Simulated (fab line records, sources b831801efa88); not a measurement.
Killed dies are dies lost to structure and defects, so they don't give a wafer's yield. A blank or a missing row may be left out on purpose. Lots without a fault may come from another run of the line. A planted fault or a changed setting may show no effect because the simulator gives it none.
fab line records | flow sky130
record lots=5 wafers=15 last_day=50
route steps=708 shown GATE_OXIDE@197 POLY_GATE@204 RES_PROTECT@206
lots that met no fault: from a run of the same line without faults
start_h: hours from the record's first day to the start of the lot's first wafer shown | wait_h: hours since the lot's step before | " the same as in the row above | L1.1+2: a row that stands for several wafers | - no value, or no start given | * or withheld: withheld | < > ~ a bound
route shown NAME@n: a module of which the file shows steps, and the number in the route of the first | usual: mean/standard deviation of fault-free wafers | same: alike in all rows | chamber/n: place in a boat | sites: the reading at each site | _std_site: their standard deviation | _edge_site: outer sites' mean less inner sites' | radius_mm: how far each site lies from the wafer's centre | mask NAME#n: copy n | behind: the tool/chamber that last shaped the wafer | hold: why the lot was held/for how many hours/how that ended | device: the transistor (n, p or np) that didn't switch | end of line: the same wafers' tests at the end of the route | a step without rows: its recipe alone | killed: dies lost to structure and defects at the first sort, not the wafer's yield | map: a wafer's dies, x killed, . not, _ none there
set.NAME: the setting as run; set.NAME@STEP: as run at that earlier step | model.NAME: the simulator's own value behind a step, which no gauge read
lots at some steps of the route; a table a step, a row a wafer
services: from which hour (start_h, from the record's first day; less than 0 if before it) a tool's chamber was out of use, for how many hours, and why
## steps
# step SKY_GATE_OXIDE_OVL_MEAS_10
# usual GATE_OXIDE_OVL=1.7/1.4
# columns lot.wafer tool chamber start_h wait_h GATE_OXIDE_OVL[nm]
L075.2 overlay-02 - 313.09 0.1 3.3
L075.3 " - " " 1.5
L075.4 " - " " 2.4
L079.1 overlay-01 - 342.03 0.1 2.8
L079.2 " - " " 0.4
L079.6 " - " " 2.2
L086.2 overlay-01 - 401.99 0.1 3.8
L086.3 " - " " 3.1
L086.4 " - " " 2.4
L093.2 overlay-02 - 485.39 0.1 3.8
L093.3 " - " " 2.0
L093.4 " - " " 2.6
L096.1 overlay-02 - 491.63 0.1 2.3
L096.2 " - " " 2.7
L096.6 " - " " 2.2
# step SKY_GATE_OXIDE_IMPLANT_11
# recipe species=B energy_kev=10 dose_cm2=2.6e+12 tilt_deg=withheld
# usual dose_ions_cm2=2.6007e+12/2.9e+09 end_station_pressure_torr=5.02e-06/2.7e-07
# columns lot.wafer tool chamber start_h wait_h dose_ions_cm2 end_station_pressure_torr
L075.2 implanter-02 0 313.14 0.0 2.6044e+12 5.26e-06
L075.3 " 0 " " 2.6029e+12 5.12e-06
L075.4 " 0 " " 2.6027e+12 5.14e-06
L079.1 implanter-03 0 342.07 0.0 2.6e+12 4.89e-06
L079.2 " 0 " " 2.5972e+12 5.13e-06
L079.6 " 0 " " 2.5962e+12 5.12e-06
L086.2 implanter-03 0 402.04 0.0 2.6024e+12 4.93e-06
L086.3 " 0 " " 2.6032e+12 5.4e-06
L086.4 " 0 " " 2.6024e+12 4.98e-06
L093.2 implanter-04 0 485.44 0.0 2.5979e+12 5.06e-06
L093.3 " 0 " " 2.598e+12 4.6e-06
L093.4 " 0 " " 2.5992e+12 4.93e-06
L096.1 implanter-04 0 491.67 0.0 2.598e+12 5.12e-06
L096.2 " 0 " " 2.5986e+12 4.62e-06
L096.6 " 0 " " 2.5931e+12 4.91e-06
# step SKY_GATE_OXIDE_WET_ETCH_12
# recipe chemistry=dHF target_depth_nm=16.8 dry=n2_spin target=SiO2 dilution=100:1 temp_c=25 time_s=336
# columns lot.wafer tool chamber start_h wait_h
L075.2+3+4 wet_bench-04 3 313.27 0.1
L079.1+2+6 wet_bench-01 3 342.22 0.1
L086.2+3+4 wet_bench-01 2 402.17 0.1
L093.2+3+4 wet_bench-01 0 485.57 0.1
L096.1+2+6 wet_bench-04 3 491.82 0.1
# step SKY_GATE_OXIDE_STRIP_13
# recipe chemistry=O2/N2 power_w=1400 pressure_mtorr=1500 platen_temp_c=withheld o2_flow_sccm=3000 n2_flow_sccm=300 overash_fraction=0.5
# usual drypump_motor_current_A=5.8/0.5 oes_product_au=0.715/0.005 strip_time_to_endpoint_s=14.18/0.039
# columns lot.wafer tool chamber start_h wait_h drypump_motor_current_A oes_product_au rf_hours_counter_h strip_time_to_endpoint_s
L075.2 plasma_asher-02 0 313.37 0.0 6.3 0.713 65 14.14
L075.3 " 0 " " 6.2 0.710 - 14.17
L075.4 " 1 " " 6.5 0.719 - 14.17
L079.1 plasma_asher-04 0 342.32 0.0 5.2 0.711 52 14.23
L079.2 " 1 " " 5.7 0.723 52 14.22
L079.6 " 0 " " 5.2 0.705 - 14.23
L086.2 plasma_asher-02 0 402.28 0.0 6.3 0.717 71 14.14
L086.3 " 1 " " 6.5 0.713 - 14.14
L086.4 " 0 " " 6.3 0.723 - 14.23
L093.2 plasma_asher-03 0 485.68 0.0 5.2 0.726 5 14.20
L093.3 " 1 " " 5.7 0.717 - 14.16
L093.4 " 0 " " 5.2 0.713 - 14.23
L096.1 plasma_asher-02 0 491.94 0.0 6.3 0.715 80 14.14
L096.2 " 1 " " 6.5 0.719 80 14.14
L096.6 " 0 " " 6.3 0.715 - 14.14
# step SKY_GATE_OXIDE_TW_MEAS_14
# usual GATE_OXIDE_TW=222.0/2.3
# columns lot.wafer tool chamber start_h wait_h GATE_OXIDE_TW
L075.2 film_metro-02 - 313.49 0.1 227.5
L075.3 " - " " 225.3
L075.4 " - " " 226.7
L079.1 film_metro-04 - 342.42 0.1 220.9
L079.2 " - " " 220.6
L079.6 " - " " 220.0
L086.2 film_metro-04 - 402.39 0.1 219.6
L086.3 " - " " 221.5
L086.4 " - " " 219.8
L093.2 film_metro-01 - 485.79 0.1 221.5
L093.3 " - " " 222.3
L093.4 " - " " 222.2
L096.1 film_metro-04 - 492.04 0.1 222.0
L096.2 " - " " 221.2
L096.6 " - " " 222.4
# step SKY_GATE_OXIDE_CLEAN_15
# recipe chemistry=SC1/SC2 mix=1:4:20 temp_c=70 time_s=150 dry=n2_spin
# columns lot.wafer tool chamber start_h wait_h
L075.2+3+4 wet_bench-04 1 313.54 0.0
L079.1+2+6 wet_bench-02 2 342.48 0.1
L086.2+3+4 wet_bench-04 1 402.44 0.0
L093.2+3+4 wet_bench-02 1 485.84 0.0
L096.1+2+6 wet_bench-01 2 492.10 0.1
# step SKY_GATE_OXIDE_OXIDATION_16
# recipe temp_c=800 ambient=O2 idle_temp_c=700 ramp_up_c_per_min=10 ramp_down_c_per_min=3 stabilise_s=600 purge_s=300 target_thk_a=35.7 ox_time_s=1915
# usual zone_power_lower_pct=13.4/0.34
# columns lot.wafer tool chamber start_h wait_h zone_power_lower_pct
L075.2 furnace-02 0 313.76 0.2 13.4
L075.3 " 0 " " 13.6
L075.4 " 0 " " 13.5
L079.1 furnace-02 0 343.85 1.3 13.6
L079.2 " 0 " " 13.6
L079.6 " 0 " " 13.6
L086.2 furnace-02 0 404.75 2.3 13.8
L086.3 " 0 " " 13.5
L086.4 " 0 " " 13.7
L093.2 furnace-02 0 485.89 0.0 13.5
L093.3 " 0 " " 13.7
L093.4 " 0 " " 13.6
L096.1 furnace-02 0 492.15 0.0 13.5
L096.2 " 0 " " 13.6
L096.6 " 0 " " 13.4
# step SKY_POLY_GATE_CVD_00
# recipe material=poly-Si target_thk_nm=180 temp_c=620 time_s=720 pressure_mtorr=200
# usual susceptor_temp_C=620.01/0.27 zone_power_lower_pct=9.26/0.18
# columns lot.wafer tool chamber start_h wait_h susceptor_temp_C zone_power_lower_pct
L075.2 lpcvd-01 1 315.30 0.0 620.05 9.07
L075.3 " 1 " " 619.54 9.16
L075.4 " 1 " " 620.21 9.08
L079.1 lpcvd-01 1 345.38 0.0 619.89 9.10
L079.2 " 1 " " 620.07 9.11
L079.6 " 1 " " 620.12 9.19
L086.2 lpcvd-01 1 406.28 0.0 620.33 9.20
L086.3 " 1 " " 620.27 9.32
L086.4 " 1 " " 619.86 9.04
L093.2 lpcvd-01 1 487.42 0.0 619.88 9.04
L093.3 " 1 " " 620.27 9.05
L093.4 " 1 " " 619.57 9.18
L096.1 lpcvd-01 0 493.68 0.0 619.83 9.44
L096.2 " 0 " " 620.00 9.51
L096.6 " 0 " " 620.10 9.44
# step SKY_POLY_GATE_THK_MEAS_01
# recipe reads=poly-Si_of_POLY_GATE_CVD_00
# usual POLY_GATE_CVD_00_THK=179.8/1.8
# columns lot.wafer tool chamber start_h wait_h POLY_GATE_CVD_00_THK[nm]
L075.2 film_metro-02 - 316.51 0.0 179.4
L075.3 " - " " 177.7
L075.4 " - " " 179.9
L079.1 film_metro-03 - 346.58 0.0 184.4
L079.2 " - " " 181.9
L079.6 " - " " 183.1
L086.2 film_metro-03 - 408.09 0.0 176.1
L086.3 " - " " 176.7
L086.4 " - " " 177.0
L093.2 film_metro-04 - 488.63 0.0 180.6
L093.3 " - " " 178.8
L093.4 " - " " 179.0
L096.1 film_metro-03 - 494.88 0.0 178.4
L096.2 " - " " 178.3
L096.6 " - " " 177.6
# step SKY_RES_PROTECT_DEHYDRATE_00
# recipe temp_c=200 time_s=60
# usual plate_temp_C=199.99/0.2 resist_line_temp_C=23.00/0.094
# columns lot.wafer tool chamber start_h wait_h plate_temp_C resist_line_temp_C
L075.2 litho_track-02 0 329.46 12.9 200.17 22.85
L075.3 " 0 " " 199.96 22.98
L075.4 " 0 " " 199.82 22.97
L079.1 litho_track-03 0 359.69 13.1 199.99 23.00
L079.2 " 0 " " 199.90 22.86
L079.6 " 0 " " 200.06 22.97
L086.2 litho_track-03 0 422.66 14.6 200.56 23.07
L086.3 " 0 " " 200.48 23.09
L086.4 " 0 " " 200.45 23.04
L093.2 litho_track-03 0 502.31 13.7 199.72 22.94
L093.3 " 0 " " 200.07 23.15
L093.4 " 0 " " 199.82 23.16
L096.1 litho_track-02 0 508.93 14.0 199.79 23.01
L096.2 " 0 " " 199.91 23.07
L096.6 " 0 " " 199.90 22.96
# step SKY_RES_PROTECT_HMDS_01
# recipe prime_time_s=60 prime_temp_c=120
# usual resist_line_temp_C=22.99/0.093
# columns lot.wafer tool chamber start_h wait_h resist_line_temp_C
L075.2 litho_track-02 0 329.61 0.1 23.12
L075.3 " 0 " " 22.98
L075.4 " 0 " " 22.87
L079.1 litho_track-03 0 359.84 0.1 23.05
L079.2 " 0 " " 23.06
L079.6 " 0 " " 23.06
L086.2 litho_track-03 0 422.81 0.1 23.02
L086.3 " 0 " " 23.03
L086.4 " 0 " " 22.83
L093.2 litho_track-03 0 502.46 0.1 23.02
L093.3 " 0 " " 22.99
L093.4 " 0 " " 22.88
L096.1 litho_track-02 0 509.08 0.1 23.03
L096.2 " 0 " " 22.77
L096.6 " 0 " " 22.96
# step SKY_RES_PROTECT_COAT_02
# recipe resist=NOVOLAK spin_rpm=3000 resist_thk_nm=1140
# usual resist_line_temp_C=23.02/0.11
# columns lot.wafer tool chamber start_h wait_h resist_line_temp_C
L075.2 litho_track-02 0 329.76 0.1 23.09
L075.3 " 0 " " 22.85
L075.4 " 0 " " 22.84
L079.1 litho_track-03 0 359.99 0.1 23.14
L079.2 " 0 " " 23.22
L079.6 " 0 " " 22.92
L086.2 litho_track-03 0 422.96 0.1 23.14
L086.3 " 0 " " 23.11
L086.4 " 0 " " 23.30
L093.2 litho_track-03 0 502.61 0.1 23.07
L093.3 " 0 " " 22.82
L093.4 " 0 " " 23.10
L096.1 litho_track-02 0 509.23 0.1 23.07
L096.2 " 0 " " 22.94
L096.6 " 0 " " 23.12
# step SKY_RES_PROTECT_SOFTBAKE_03
# recipe temp_c=90 time_s=60 resist=NOVOLAK
# usual plate_temp_C=90.00/0.12 resist_line_temp_C=22.99/0.11
# columns lot.wafer tool chamber start_h wait_h plate_temp_C resist_line_temp_C
L075.2 litho_track-02 0 329.91 0.1 89.92 22.85
L075.3 " 0 " " 90.01 23.07
L075.4 " 0 " " 90.06 22.92
L079.1 litho_track-03 0 360.14 0.1 89.97 23.04
L079.2 " 0 " " 89.95 23.15
L079.6 " 0 " " 90.03 23.19
L086.2 litho_track-03 0 423.11 0.1 90.20 23.11
L086.3 " 0 " " 90.09 23.27
L086.4 " 0 " " 90.05 23.03
L093.2 litho_track-03 0 502.76 0.1 89.92 22.88
L093.3 " 0 " " 89.87 22.97
L093.4 " 0 " " 89.80 22.94
L096.1 litho_track-02 0 509.38 0.1 89.85 23.09
L096.2 " 0 " " 89.80 23.17
L096.6 " 0 " " 89.80 23.21
# step SKY_RES_PROTECT_EXPOSE_04
# recipe mask_id=RPM na=0.6 source_shape=conventional sigma_outer=0.6 polarization=unpolarized target_cd_nm=1270 dose_mj=131
# usual focus_offset_nm=0.0/0.51
# columns lot.wafer tool chamber start_h wait_h mask focus_offset_nm
L075.2 iline_stepper-02 0 - - RPM#0 1.0
L075.3 " 0 " " RPM#0 0.4
L075.4 " 0 " " RPM#0 -0.2
L079.1 iline_stepper-01 0 - - RPM#0 0.2
L079.2 " 0 " " RPM#0 0.0
L079.6 " 0 " " RPM#0 0.2
L086.2 iline_stepper-01 0 - - RPM#0 0.8
L086.3 " 0 " " RPM#0 -0.2
L086.4 " 0 " " RPM#0 0.0
L093.2 iline_stepper-01 0 - - RPM#0 -0.3
L093.3 " 0 " " RPM#0 -0.5
L093.4 " 0 " " RPM#0 -0.2
L096.1 iline_stepper-01 0 - - RPM#0 -0.9
L096.2 " 0 " " RPM#0 -1.0
L096.6 " 0 " " RPM#0 -0.3
# step SKY_RES_PROTECT_PEB_05
# recipe temp_c=withheld time_s=* resist=NOVOLAK
# usual resist_line_temp_C=*
# columns lot.wafer tool chamber start_h wait_h resist_line_temp_C
L075.2 litho_track-04 0 - - *
L075.3 " 0 " " *
L075.4 " 0 " " *
L079.1 litho_track-02 0 - - *
L079.2 " 0 " " *
L079.6 " 0 " " *
L086.2 litho_track-04 0 - - *
L086.3 " 0 " " *
L086.4 " 0 " " *
L093.2 litho_track-03 0 - - *
L093.3 " 0 " " *
L093.4 " 0 " " *
L096.1 litho_track-02 0 - - *
L096.2 " 0 " " *
L096.6 " 0 " " *
# step SKY_RES_PROTECT_DEVELOP_06
# recipe resist=NOVOLAK developer=TMAH develop_time_s=60 dev_temp_c=23
# usual resist_line_temp_C=22.99/0.1
# columns lot.wafer tool chamber start_h wait_h resist_line_temp_C
L075.2 litho_track-04 0 343.24 0.1 23.00
L075.3 " 0 " " 23.00
L075.4 " 0 " " 22.89
L079.1 litho_track-02 0 374.38 0.1 22.88
L079.2 " 0 " " 23.05
L079.6 " 0 " " 22.85
L086.2 litho_track-04 0 437.19 0.1 23.15
L086.3 " 0 " " 22.85
L086.4 " 0 " " 23.00
L093.2 litho_track-03 0 518.66 0.1 23.02
L093.3 " 0 " " 22.98
L093.4 " 0 " " 23.13
L096.1 litho_track-02 0 525.63 0.1 22.98
L096.2 " 0 " " 23.10
L096.6 " 0 " " 23.19
# step SKY_POLY_GATE_IMPLANT_02
# recipe species=P energy_kev=30 dose_cm2=7.847e+15 tilt_deg=0
# usual dose_ions_cm2=7.848e+15/8.3e+12 end_station_pressure_torr=1.12e-05/1.2e-06
# columns lot.wafer tool chamber start_h wait_h dose_ions_cm2 end_station_pressure_torr
L075.2 implanter-02 0 343.39 0.1 7.831e+15 1.02e-05
L075.3 " 0 " " 7.843e+15 9.6e-06
L075.4 " 0 " " 7.841e+15 9.7e-06
L079.1 implanter-01 0 374.53 0.1 7.851e+15 1.2e-05
L079.2 " 0 " " 7.856e+15 1.23e-05
L079.6 " 0 " " 7.847e+15 1.33e-05
L086.2 implanter-04 0 437.34 0.1 7.839e+15 1e-05
L086.3 " 0 " " 7.857e+15 1.14e-05
L086.4 " 0 " " 7.849e+15 1.07e-05
L093.2 implanter-01 0 518.81 0.1 7.835e+15 1.23e-05
L093.3 " 0 " " 7.848e+15 1.3e-05
L093.4 " 0 " " 7.853e+15 1.24e-05
L096.1 implanter-02 0 525.78 0.1 7.838e+15 9.7e-06
L096.2 " 0 " " 7.843e+15 9.2e-06
L096.6 " 0 " " 7.841e+15 1.06e-05
# step SKY_RES_PROTECT_STRIP_07
# recipe chemistry=O2/N2 power_w=1400 pressure_mtorr=1500 platen_temp_c=withheld o2_flow_sccm=3000 n2_flow_sccm=300 overash_fraction=0.5
# usual drypump_motor_current_A=5.9/0.41 oes_product_au=0.516/0.0044 strip_time_to_endpoint_s=23.36/0.043
# columns lot.wafer tool chamber start_h wait_h drypump_motor_current_A oes_product_au rf_hours_counter_h strip_time_to_endpoint_s
L075.2 plasma_asher-01 0 343.52 0.1 5.7 0.521 19 23.35
L075.3 " 0 " " 5.7 0.509 - 23.41
L075.4 " 1 " " 6.1 0.510 - 23.38
L079.1 plasma_asher-04 1 374.68 0.1 5.7 0.516 56 23.38
L079.2 " 0 " " 5.2 0.523 56 23.38
L079.6 " 1 " " 5.7 0.510 - 23.40
L086.2 plasma_asher-02 1 437.47 0.1 6.5 0.513 75 23.34
L086.3 " 1 " " 6.5 0.516 - 23.39
L086.4 " 0 " " 6.3 0.512 - 23.38
L093.2 plasma_asher-01 1 518.94 0.1 6.1 0.521 36 23.34
L093.3 " 1 " " 6.1 0.510 - 23.35
L093.4 " 0 " " 5.7 0.512 - 23.28
L096.1 plasma_asher-01 1 525.93 0.1 6.1 0.511 37 23.39
L096.2 " 0 " " 5.7 0.516 37 23.34
L096.6 " 1 " " 6.1 0.513 - 23.38
# step SKY_RES_PROTECT_TW_MEAS_08
# usual POLY_GATE_TW=4007/40
# columns lot.wafer tool chamber start_h wait_h POLY_GATE_TW
L075.2 film_metro-01 - 343.63 0.1 4018
L075.3 " - " " 4002
L075.4 " - " " 4026
L079.1 film_metro-04 - 374.78 0.1 3977
L079.2 " - " " 3978
L079.6 " - " " 3946
L086.2 film_metro-01 - 437.58 0.1 3985
L086.3 " - " " 3999
L086.4 " - " " 3997
L093.2 film_metro-01 - 519.05 0.1 4014
L093.3 " - " " 4002
L093.4 " - " " 3995
L096.1 film_metro-04 - 526.03 0.1 3960
L096.2 " - " " 3973
L096.6 " - " " 3945
# step SKY_RES_PROTECT_CLEAN_09
# recipe chemistry=SC1/SC2 mix=1:4:20 temp_c=70 time_s=150 dry=n2_spin
# columns lot.wafer tool chamber start_h wait_h
L075.2+3+4 wet_bench-01 0 343.68 0.0
L079.1+2+6 wet_bench-04 2 374.84 0.1
L086.2+3+4 wet_bench-01 1 437.63 0.0
L093.2+3+4 wet_bench-04 2 519.10 0.0
L096.1+2+6 wet_bench-03 2 526.09 0.1
# step SKY_POLY_GATE_CVD_03
# recipe material=Si3N4 precursor=DCS/NH3 target_thk_nm=75 temp_c=770 time_s=1290 pressure_mtorr=250
# usual susceptor_temp_C=769.9/0.34 zone_power_lower_pct=13.1/0.92
# columns lot.wafer tool chamber start_h wait_h susceptor_temp_C zone_power_lower_pct
L075.2 lpcvd-02 1 346.94 3.2 770.5 12.1
L075.3 " 1 " " 770.4 11.9
L075.4 " 1 " " 770.4 12.3
L079.1 lpcvd-02 1 376.77 1.9 770.1 12.2
L079.2 " 1 " " 770.3 12.2
L079.6 " 1 " " 769.9 12.1
L086.2 lpcvd-02 1 437.68 0.0 770.0 12.5
L086.3 " 1 " " 770.2 12.4
L086.4 " 1 " " 770.7 12.3
L093.2 lpcvd-02 0 519.15 0.0 769.4 14.0
L093.3 " 0 " " 769.5 14.0
L093.4 " 0 " " 769.6 14.0
L096.1 lpcvd-02 0 526.14 0.0 769.9 13.9
L096.2 " 0 " " 770.1 13.8
L096.6 " 0 " " 769.7 14.1
# step SKY_POLY_GATE_THK_MEAS_04
# recipe reads=Si3N4_of_POLY_GATE_CVD_03
# usual POLY_GATE_CVD_03_THK=75.3/0.74
# columns lot.wafer tool chamber start_h wait_h POLY_GATE_CVD_03_THK[nm]
L075.2 film_metro-02 - 348.99 0.0 75.7
L075.3 " - " " 76.3
L075.4 " - " " 76.2
L079.1 film_metro-03 - 378.12 0.0 74.7
L079.2 " - " " 75.4
L079.6 " - " " 74.5
L086.2 film_metro-02 - 439.05 0.0 74.7
L086.3 " - " " 73.9
L086.4 " - " " 74.1
L093.2 film_metro-04 - 520.51 0.0 75.1
L093.3 " - " " 75.4
L093.4 " - " " 75.7
L096.1 film_metro-04 - 527.50 0.0 75.4
L096.2 " - " " 75.5
L096.6 " - " " 75.6
# step SKY_POLY_GATE_DEHYDRATE_05
# recipe temp_c=200 time_s=60
# usual plate_temp_C=200.02/0.17 resist_line_temp_C=22.99/0.097
# columns lot.wafer tool chamber start_h wait_h plate_temp_C resist_line_temp_C
L075.2 litho_track-03 0 362.46 13.5 200.13 23.20
L075.3 " 0 " " 200.27 23.10
L075.4 " 0 " " 200.03 23.23
L079.1 litho_track-01 0 392.28 14.1 199.74 23.13
L079.2 " 0 " " 200.13 23.10
L079.6 " 0 " " 199.94 23.08
L086.2 litho_track-03 0 455.26 16.2 200.15 22.90
L086.3 " 0 " " 200.23 22.78
L086.4 " 0 " " 200.04 22.92
L093.2 litho_track-04 0 534.24 13.7 199.72 23.02
L093.3 " 0 " " 200.12 23.04
L093.4 " 0 " " 200.02 23.12
L096.1 litho_track-03 0 540.79 13.3 200.12 22.81
L096.2 " 0 " " 200.11 22.68
L096.6 " 0 " " 200.01 22.83
# step SKY_POLY_GATE_HMDS_06
# recipe prime_time_s=60 prime_temp_c=120
# usual resist_line_temp_C=22.99/0.1
# columns lot.wafer tool chamber start_h wait_h resist_line_temp_C
L075.2 litho_track-03 0 362.61 0.1 22.81
L075.3 " 0 " " 23.02
L075.4 " 0 " " 22.84
L079.1 litho_track-01 0 392.43 0.1 23.08
L079.2 " 0 " " 23.06
L079.6 " 0 " " 23.05
L086.2 litho_track-03 0 455.41 0.1 22.83
L086.3 " 0 " " 22.78
L086.4 " 0 " " 23.03
L093.2 litho_track-04 0 534.39 0.1 23.15
L093.3 " 0 " " 22.98
L093.4 " 0 " " 23.07
L096.1 litho_track-03 0 540.94 0.1 22.87
L096.2 " 0 " " 22.90
L096.6 " 0 " " 22.93
# step SKY_POLY_GATE_COAT_07
# recipe resist=BARC temp_c=withheld time_s=withheld spin_rpm=3000 resist_thk_nm=110
# usual resist_line_temp_C=*
# columns lot.wafer tool chamber start_h wait_h resist_line_temp_C
L075.2 litho_track-03 0 362.76 0.1 *
L075.3 " 0 " " *
L075.4 " 0 " " *
L079.1 litho_track-01 0 392.58 0.1 *
L079.2 " 0 " " *
L079.6 " 0 " " *
L086.2 litho_track-03 0 455.56 0.1 *
L086.3 " 0 " " *
L086.4 " 0 " " *
L093.2 litho_track-04 0 534.54 0.1 *
L093.3 " 0 " " *
L093.4 " 0 " " *
L096.1 litho_track-03 0 541.09 0.1 *
L096.2 " 0 " " *
L096.6 " 0 " " *
# step SKY_POLY_GATE_COAT_08
# recipe resist=KrF-thick spin_rpm=3000 resist_thk_nm=450
# usual resist_line_temp_C=23.01/0.099
# columns lot.wafer tool chamber start_h wait_h resist_line_temp_C
L075.2 litho_track-03 0 - - 22.90
L075.3 " 0 " " 23.04
L075.4 " 0 " " 22.88
L079.1 litho_track-01 0 - - 23.02
L079.2 " 0 " " 23.08
L079.6 " 0 " " 23.06
L086.2 litho_track-03 0 - - 22.89
L086.3 " 0 " " 22.93
L086.4 " 0 " " 22.97
L093.2 litho_track-04 0 - - 22.95
L093.3 " 0 " " 22.99
L093.4 " 0 " " 22.96
L096.1 litho_track-03 0 - - 23.07
L096.2 " 0 " " 22.89
L096.6 " 0 " " 23.07
# step SKY_POLY_GATE_SOFTBAKE_09
# recipe temp_c=100 time_s=90 resist=KrF-thick
# usual plate_temp_C=100.01/0.13 resist_line_temp_C=23.02/0.11
# columns lot.wafer tool chamber start_h wait_h plate_temp_C resist_line_temp_C
L075.2 litho_track-03 0 - - 99.99 23.04
L075.3 " 0 " " 100.12 23.08
L075.4 " 0 " " 100.17 23.08
L079.1 litho_track-01 0 - - 99.93 22.95
L079.2 " 0 " " 99.89 23.12
L079.6 " 0 " " 99.83 23.12
L086.2 litho_track-03 0 - - 100.03 23.13
L086.3 " 0 " " 100.02 23.04
L086.4 " 0 " " 99.84 23.26
L093.2 litho_track-04 0 - - 100.21 22.83
L093.3 " 0 " " 100.10 22.96
L093.4 " 0 " " 100.00 22.84
L096.1 litho_track-03 0 - - 100.08 22.97
L096.2 " 0 " " 100.09 23.08
L096.6 " 0 " " 100.06 22.80
# step SKY_POLY_GATE_EXPOSE_10
# recipe mask_id=P1M na=0.68 source_shape=conventional sigma_outer=0.6 target_cd_nm=150 dose_mj=28
# usual focus_offset_nm=-0.2/0.56
# columns lot.wafer tool chamber start_h wait_h mask focus_offset_nm
L075.2 krf_scanner-02 0 - - P1M#0 -0.1
L075.3 " 0 " " P1M#0 0.2
L075.4 " 0 " " P1M#0 0.4
L079.1 krf_scanner-02 0 - - P1M#0 -0.1
L079.2 " 0 " " P1M#0 0.6
L079.6 " 0 " " P1M#0 -0.7
L086.2 krf_scanner-01 0 - - P1M#0 0.8
L086.3 " 0 " " P1M#0 0.3
L086.4 " 0 " " P1M#0 0.8
L093.2 krf_scanner-02 0 - - P1M#0 -0.5
L093.3 " 0 " " P1M#0 0.0
L093.4 " 0 " " P1M#0 -0.7
L096.1 krf_scanner-01 0 - - P1M#0 -0.2
L096.2 " 0 " " P1M#0 -0.7
L096.6 " 0 " " P1M#0 -1.0
# step SKY_POLY_GATE_PEB_11
# recipe peb_temp_c=withheld peb_time_s=withheld resist=KrF-thick
# usual resist_line_temp_C=*
# columns lot.wafer tool chamber start_h wait_h resist_line_temp_C
L075.2 litho_track-04 0 - - *
L075.3 " 0 " " *
L075.4 " 0 " " *
L079.1 litho_track-03 0 - - *
L079.2 " 0 " " *
L079.6 " 0 " " *
L086.2 litho_track-03 0 - - *
L086.3 " 0 " " *
L086.4 " 0 " " *
L093.2 litho_track-04 0 - - *
L093.3 " 0 " " *
L093.4 " 0 " " *
L096.1 litho_track-01 0 - - *
L096.2 " 0 " " *
L096.6 " 0 " " *
# step SKY_POLY_GATE_DEVELOP_12
# recipe develop_time_s=60 resist=KrF-thick dev_temp_c=21
# usual resist_line_temp_C=22.98/0.11
# columns lot.wafer tool chamber start_h wait_h resist_line_temp_C
L075.2 litho_track-04 0 - - 22.99
L075.3 " 0 " " 22.91
L075.4 " 0 " " 22.96
L079.1 litho_track-03 0 - - 22.98
L079.2 " 0 " " 22.91
L079.6 " 0 " " 22.86
L086.2 litho_track-03 0 - - 22.89
L086.3 " 0 " " 22.86
L086.4 " 0 " " 23.02
L093.2 litho_track-04 0 - - 22.85
L093.3 " 0 " " 22.85
L093.4 " 0 " " 22.83
L096.1 litho_track-01 0 - - 23.06
L096.2 " 0 " " 22.96
L096.6 " 0 " " 23.09
# step SKY_POLY_GATE_CD_MEAS_13
# recipe target_cd_nm=150
# usual cd_nm=150.4/1.6
# columns lot.wafer tool chamber start_h wait_h cd_nm
L075.2 cd_sem-01 - 376.64 - 150.8
L075.3 " - " " 150.0
L075.4 " - " " 150.3
L079.1 cd_sem-01 - 407.09 - 148.7
L079.2 " - " " 148.6
L079.6 " - " " 149.2
L086.2 cd_sem-01 - 470.01 - 149.4
L086.3 " - " " 149.5
L086.4 " - " " 149.8
L093.2 cd_sem-02 - 551.44 - 149.7
L093.3 " - " " 149.6
L093.4 " - " " 149.6
L096.1 cd_sem-01 - 557.53 - 151.8
L096.2 " - " " 151.7
L096.6 " - " " 151.3
# step SKY_POLY_GATE_OVL_MEAS_14
# usual POLY_GATE_OVL=1/5.3
# columns lot.wafer tool chamber start_h wait_h POLY_GATE_OVL[nm]
L075.2 overlay-02 - 376.74 0.1 1
L075.3 " - " " 8
L075.4 " - " " 13
L079.1 overlay-02 - 407.21 0.1 -3
L079.2 " - " " -6
L079.6 " - " " -13
L086.2 overlay-02 - 470.11 0.1 -6
L086.3 " - " " 4
L086.4 " - " " 0
L093.2 overlay-01 - 551.54 0.1 4
L093.3 " - " " 1
L093.4 " - " " 4
L096.1 overlay-02 - 557.65 0.1 4
L096.2 " - " " 2
L096.6 " - " " -2
# step SKY_POLY_GATE_ETCH_15
# recipe chemistry=N2/H2 target=BARC ion_energy_ev=200 source_w=500 bias_w=100 pressure_mtorr=30 n2_flow_sccm=100 h2_flow_sccm=200 stop_on=SiO2 time_s=118.5 target_depth_a=1100
# usual drypump_motor_current_A=5.7/0.48 oes_product_au=0.716/0.0045 throttle_valve_pct=13.212/0.0093
# columns lot.wafer tool chamber start_h wait_h drypump_motor_current_A oes_product_au rf_hours_counter_h throttle_valve_pct
L075.2 rie_diel-04 1 376.77 0.0 6.3 0.719 1 13.193
L075.3 " 2 " " 6.4 0.715 1 13.212
L075.4 " 3 " " 6.1 0.724 107 13.204
L079.1 rie_diel-02 2 407.24 0.0 6.4 0.719 63 13.211
L079.2 " 1 " " 6.1 0.709 26 13.211
L079.6 " 1 " " 6.1 0.710 - 13.214
L086.2 rie_diel-04 0 470.14 0.0 5.0 0.715 89 13.211
L086.3 " 3 " " 6.1 0.719 1 13.215
L086.4 " 2 " " 6.4 0.715 3 13.210
L093.2 rie_diel-01 2 551.57 0.0 5.9 0.719 11 13.210
L093.3 " 0 " " 5.4 0.716 7 13.214
L093.4 " 2 " " 5.9 0.712 - 13.221
L096.1 rie_diel-02 0 557.69 0.0 5.9 0.714 14 13.220
L096.2 " 1 " " 6.2 0.719 29 13.203
L096.6 " 2 " " 6.4 0.713 - 13.216
## services
# columns tool chamber start_h hours kind
implanter-04 - 298.75 5.0 pm
lpcvd-02 - 308.20 0.5 repair
krf_scanner-02 - 312.50 1.0 pm
iline_stepper-01 - 314.71 2.1 pm
iline_stepper-01 - 329.20 1.7 pm
furnace-02 - 336.66 2.7 repair
implanter-04 - 345.51 3.1 repair
plasma_asher-01 - 354.10 7.1 repair
iline_stepper-01 - 355.03 3.1 repair
krf_scanner-02 - 356.94 0.8 pm
plasma_asher-02 - 357.24 28.1 pm
krf_scanner-02 - 376.12 4.4 pm
implanter-04 - 380.09 3.0 pm
lpcvd-02 - 383.23 0.5 repair
iline_stepper-01 - 392.58 14.3 repair
plasma_asher-01 - 408.23 14.6 pm
furnace-02 - 410.17 2.8 pm
krf_scanner-02 - 412.72 7.1 repair
furnace-02 - 413.00 4.2 pm
krf_scanner-02 - 416.75 0.2 repair
plasma_asher-02 - 483.43 1.0 repair
plasma_asher-02 - 522.68 2.8 pm
iline_stepper-01 - 531.71 28.9 pm
lpcvd-02 - 535.13 14.6 pm
## key
fault none
